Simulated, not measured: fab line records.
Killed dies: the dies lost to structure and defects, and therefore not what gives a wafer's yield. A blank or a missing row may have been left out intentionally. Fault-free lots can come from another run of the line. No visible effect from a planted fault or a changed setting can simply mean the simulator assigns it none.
Struck lot and sound lot, side by side    flow gf180mcu    34 steps out of a route of 602
Sound: the wafers L537.2, L537.4, L537.6. Struck: wafers L546.1, L546.2, L546.6. The cause comes at the end.
For every step that has rows: the tool of each side, followed by ch and its chambers, followed by its first start. Under that, the readings that differ: sound wafers    struck wafers    difference of the means    sigmas: that difference in standard deviations of wafers without a fault.
alike: same words and numbers on both sides, and readings whose means sit less than 2 such deviations apart. not compared: any withheld reading, any reading some wafer has no value for, any bound like >300 that may hide the same value, and any number with overlapping values for which the record gives no deviation.
The two part at a step that has a row with sigmas, a row that says differs or no value, or rows on one side only. Non-overlapping numbers with no deviation appear without sigmas and do not part them. Lack of a reading on every wafer of one side parts them only where that side has two or more wafers.

first, 2 steps without rows for these wafers: GF_VT_IMPLANT_HMDS_12 (prime time 60 s); GF_VT_IMPLANT_COAT_13 (resist thk 1000 nm).
GF_VT_IMPLANT_SOFTBAKE_14: time 60.77 s.
  sound on litho-track-01 ch 0, day 6 11:47; struck on litho-track-01 ch 0, day 8 18:31
  alike: plate-sensor-t-centre-C, plate-sensor-t-edge-C
then, 3 steps without rows for these wafers: GF_VT_IMPLANT_EXPOSE_15 (exposes mask Nwell LV AREA, target cd 860 nm); GF_VT_IMPLANT_PEB_16; GF_VT_IMPLANT_DEVELOP_17 (develop time 60 s).
GF_VT_IMPLANT_OVL_MEAS_18:
  sound on overlay-02, day 6 19:11; struck on overlay-01, day 9 02:04
  alike: VT_IMPLANT_01_OVL
after that, 1 step had no rows for these wafers: GF_VT_IMPLANT_IMPLANT_19.
GF_VT_IMPLANT_STRIP_20: strips in O2/N2.
  sound on plasma-asher-01 ch 0,1, day 6 19:22; struck on plasma-asher-01 ch 0,1, day 9 02:15
  alike: drypump-motor-current-A, heater-power-w, oes-product-au, strip-time-to-endpoint-s
  not compared: rf-hours-counter-h
GF_VT_IMPLANT_TW_MEAS_21:
  sound on film-metro-04, day 6 19:29; struck on film-metro-03, day 9 02:21
  alike: VT_IMPLANT_2_TW
then, 2 steps without rows for these wafers: GF_VT_IMPLANT_DEHYDRATE_22 (time 60 s); GF_VT_IMPLANT_HMDS_23 (prime time 60 s).
GF_VT_IMPLANT_COAT_24: resist thk 1000 nm.
  sound on litho-track-01 ch 0, day 7 02:44; struck on litho-track-01, day 9 10:55
  no value came back on the struck wafers for chill-plate-temp-C (C), dispense-pressure-kPa (kPa), spin-speed-rpm (rpm); on the sound wafers chill-plate-temp-C (C) reads 22.98 22.87 22.94
then, 4 steps without rows for these wafers: GF_VT_IMPLANT_SOFTBAKE_25 (time 60 s); GF_VT_IMPLANT_EXPOSE_26 (exposes mask LVPWELL HV AREA, target cd 860 nm); GF_VT_IMPLANT_PEB_27; GF_VT_IMPLANT_DEVELOP_28 (develop time 60 s).
GF_VT_IMPLANT_OVL_MEAS_29:
  sound on overlay-02, day 7 10:20; struck on overlay-01, day 9 19:49
reading                 sound          struck  difference                     sigmas
VT_IMPLANT_02_OVL (nm)  1.2 -1.5 -0.4  - - -   no value on the struck wafers  
after that, 1 step had no rows for these wafers: GF_VT_IMPLANT_IMPLANT_30.
GF_VT_IMPLANT_STRIP_31: strips in O2/N2.
  sound on plasma-asher-04 ch 0,1, day 7 10:31; struck on plasma-asher-04 ch 0,1, day 9 20:00
  no value came back on the struck wafers for oes-product-au (a.u.), strip-time-to-endpoint-s (s); on the sound wafers oes-product-au (a.u.) reads 0.717 0.723 0.711
  alike: drypump-motor-current-A, heater-power-w
  not compared: rf-hours-counter-h
GF_VT_IMPLANT_TW_MEAS_32:
  sound on film-metro-01, day 7 10:38; struck on film-metro-04, day 9 20:06
  alike: VT_IMPLANT_3_TW
then, 7 steps without rows for these wafers: GF_VT_IMPLANT_DEHYDRATE_33 (time 60 s); GF_VT_IMPLANT_HMDS_34 (prime time 60 s); GF_VT_IMPLANT_COAT_35 (resist thk 1000 nm); GF_VT_IMPLANT_SOFTBAKE_36 (time 60 s); GF_VT_IMPLANT_EXPOSE_37 (exposes mask Nwell HV AREA, target cd 860 nm); GF_VT_IMPLANT_PEB_38; GF_VT_IMPLANT_DEVELOP_39 (develop time 60 s).
GF_VT_IMPLANT_OVL_MEAS_40:
  sound on overlay-02, day 8 02:31; struck on overlay-01, day 10 13:59
  alike: VT_IMPLANT_03_OVL
after that, 1 step had no rows for these wafers: GF_VT_IMPLANT_IMPLANT_41.
GF_VT_IMPLANT_STRIP_42: strips in O2/N2.
  sound on plasma-asher-01 ch 0,1, day 8 02:42; struck on plasma-asher-04 ch 0,1, day 10 14:10
  alike: drypump-motor-current-A, heater-power-w, oes-product-au, strip-time-to-endpoint-s
  not compared: rf-hours-counter-h
GF_VT_IMPLANT_TW_MEAS_43:
  sound on film-metro-03, day 8 02:49; struck on film-metro-01, day 10 14:16
  alike: VT_IMPLANT_4_TW
then, 1 step without rows for these wafers: GF_VT_IMPLANT_CLEAN_44 (cleans in SC1/SC2, time 150 s).
-- record jumps: 22 days separate the struck wafers' starts on either side; left off in module VT_IMPLANT, taken up again in module PASSIVATION, whose first shown step is the route's number 602 --
GF_PASSIVATION_PROBE_99:
  rows exist in the record for the struck wafers here (prober-01, day 32 07:48), but not for the sound ones

WHERE THEY PART
First at GF_VT_IMPLANT_COAT_24; last, within this record, at GF_PASSIVATION_PROBE_99.

WHY: the cause the simulator had injected
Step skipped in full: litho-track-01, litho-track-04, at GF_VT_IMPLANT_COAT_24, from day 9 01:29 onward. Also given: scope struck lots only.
